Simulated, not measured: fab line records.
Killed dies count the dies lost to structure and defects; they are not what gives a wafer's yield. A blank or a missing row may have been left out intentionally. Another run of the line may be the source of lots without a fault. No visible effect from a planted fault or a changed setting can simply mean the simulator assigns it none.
Which tool was responsible? -- flow sky130 -- 6 lots, 17 wafers sampled, at 2 steps of a route of 708

WHAT EACH GAUGE READ, for each wafer
SKY_CONTACT_THK_MEAS_03.
lot,measured,on,CONTACT_HDPCVD_THK (nm)
L681,day 30 15:07,film_metro-02,569 574 572
L683,day 31 09:07,film_metro-02,572 564 566
L685,day 32 02:55,film_metro-04,554 561 557
L692,day 34 09:56,film_metro-04,554 771
L696,day 35 07:01,film_metro-04,569 551 774
L702,day 37 08:37,film_metro-04,578 575 575

WHICH TOOL RAN EACH LOT (tool, then ch and the chambers of the sampled wafers, then the start)
lot,SKY_CONTACT_HDPCVD_02
L681,"hdpcvd-01 ch 0,1, day 30 15:03"
L683,"hdpcvd-01 ch 0,1,2, day 31 09:03"
L685,"hdpcvd-02 ch 0,1,2, day 32 02:51"
L692,"hdpcvd-02 ch 1,2, day 34 09:51"
L696,"hdpcvd-02 ch 1,2, day 35 06:57"
L702,"hdpcvd-01 ch 0,1,2, day 37 08:32"
- SKY_CONTACT_HDPCVD_02: deposits SiO2, target thk 565 nm, time 94.2 s.

THE ANSWER, worked out from the rows above alone
Rule: what is usual is taken from the lots themselves. The widest of any qualifying gaps counts: lots, ordered by their means at a reading, are off when they make up no more than a third of the lots, leave a main group of 4 or more, and stand apart from it by 3 or more times the standard deviation of that group's means. A main group is skipped when, at the precision printed for the reading in the tables above, its means are all equal. Also off: a lot with no number at a reading for which 4 or more lots have one. All remaining lots with rows at the step are treated as sound.
Off: at SKY_CONTACT_THK_MEAS_03 (CONTACT_HDPCVD_THK), L692, L696. The main group has a mean of 568 nm with a standard deviation of 6.9.
A tool fits if, at a process step before that reading, it ran every lot that is off, and no sound lot after the first of them. The gauges at SKY_CONTACT_THK_MEAS_03 are tried like those tools. One fits: hdpcvd-02 at SKY_CONTACT_HDPCVD_02. A fault onset in the window from L685 (day 32 02:51, its last sound lot) to L692 (day 34 09:51, its first lot off) fits.

WHAT THE SIMULATOR HAD INSERTED
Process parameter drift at SKY_CONTACT_HDPCVD_02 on hdpcvd-02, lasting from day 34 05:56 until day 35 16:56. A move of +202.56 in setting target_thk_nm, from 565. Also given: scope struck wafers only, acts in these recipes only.
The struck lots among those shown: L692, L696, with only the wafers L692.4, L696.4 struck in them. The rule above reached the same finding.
